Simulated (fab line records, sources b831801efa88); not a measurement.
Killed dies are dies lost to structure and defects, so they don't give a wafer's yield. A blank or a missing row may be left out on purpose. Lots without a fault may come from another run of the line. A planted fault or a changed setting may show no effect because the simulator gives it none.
One fault seen from 2 desks | flow sfq_line | each desk has only its own numbers; what lay behind them comes last

THE METROLOGY DESK
What the gauges read, lot by lot, whatever tool the lot ran on: means of the sampled wafers that have a number. A lot is out of limits, marked OUT, if its mean lies more than 4 standard deviations from the usual mean; the brackets give that distance.
Columns: A = M2_OVL at SFQ_M2_OVL_MEAS_916, usual -4 nm; B = I2_OVL at SFQ_I2_OVL_MEAS_918, usual -2 nm; C = I3_OVL at SFQ_I3_OVL_MEAS_923, usual 0 nm; D = M4_NB_RS at SFQ_M4_RS_MEAS_924, usual 0.895 ohm/sq
lot  | first seen here | A   | B   | C  | D
L160 | day 33 20:21    | 1   | -7  | 4  | 0.894
L161 | day 34 07:08    | -10 | 1   | 4  | 0.884
L162 | day 34 15:33    | -0  | -3  | -7 | 0.890
L163 | day 34 21:32    | -3  | -0  | 9  | 0.914
L164 | day 35 19:16    | -0  | -14 | 1  | 0.895
L165 | day 36 01:16    | 1   | 2   | 1  | 0.894
L174 | day 39 04:26    | 3   | 2   | -1 | 0.979 (+9.5) OUT
L175 | day 40 10:28    | 2   | -4  | -6 | 0.973 (+8.9) OUT
L176 | day 40 13:54    | -0  | 8   | -1 | 0.886
L179 | day 43 15:53    | -1  | -5  | -5 | 0.912
L180 | day 44 05:05    | -8  | -4  | 3  | 0.894
L181 | day 44 15:53    | -14 | -4  | 10 | 0.899
L182 | day 44 18:17    | 6   | 4   | -2 | 0.886
L183 | day 45 03:53    | -6  | -4  | 1  | 0.890
This desk's finding: out of limits on L174, L175; first on L174, day 52 16:01 (M4_NB_RS at SFQ_M4_RS_MEAS_924). In limits: L160, L161, L162, L163, L164, L165, L176, L179, L180, L181, L182, L183.

THE TOOL OWNER'S DESK: pvd_sputter-04
The tool's own readings at SFQ_TRILAYER_M4_DEP_SPUTTER_091 (material Nb, target thk 200 nm, time 133.3 s): means of the sampled wafers that have a number, for each lot that ran on this tool. A lot is out of limits, marked OUT, if its mean lies more than 4 standard deviations from the usual mean; the brackets give that distance.
Columns: A = cathode_dc_power_W at SFQ_TRILAYER_M4_DEP_SPUTTER_091, usual 2000.0 W; B = throttle_valve_pct at SFQ_TRILAYER_M4_DEP_SPUTTER_091, usual 30.1 %
lot  | first seen here | A      | B
L165 | day 49 14:28    | 1999.9 | 30.7
L174 | day 52 15:55    | 2000.1 | 31.6
L175 | day 53 14:16    | 1999.8 | 30.7
L181 | day 62 21:53    | 1999.8 | 30.0
L183 | day 63 02:41    | 2000.4 | 30.8
This desk's finding: nothing out of limits on any of the 5 lots.

PUT TOGETHER
The metrology desk could have raised an alarm at day 52 16:01, on L174, L175.
The tool owner's desk saw nothing out of limits.
The tool owner's desk has L174, L175 on record, within its limits.
Of the lots named, all ran SFQ_TRILAYER_M4_DEP_SPUTTER_091 on pvd_sputter-04.

WHAT THE SIMULATOR HAD PUT IN
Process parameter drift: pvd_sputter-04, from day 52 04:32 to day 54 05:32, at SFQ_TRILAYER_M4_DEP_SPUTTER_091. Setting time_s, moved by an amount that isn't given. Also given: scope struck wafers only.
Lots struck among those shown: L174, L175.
Hours from the fault's start to each desk's first reading out of limits: the metrology desk, 11.
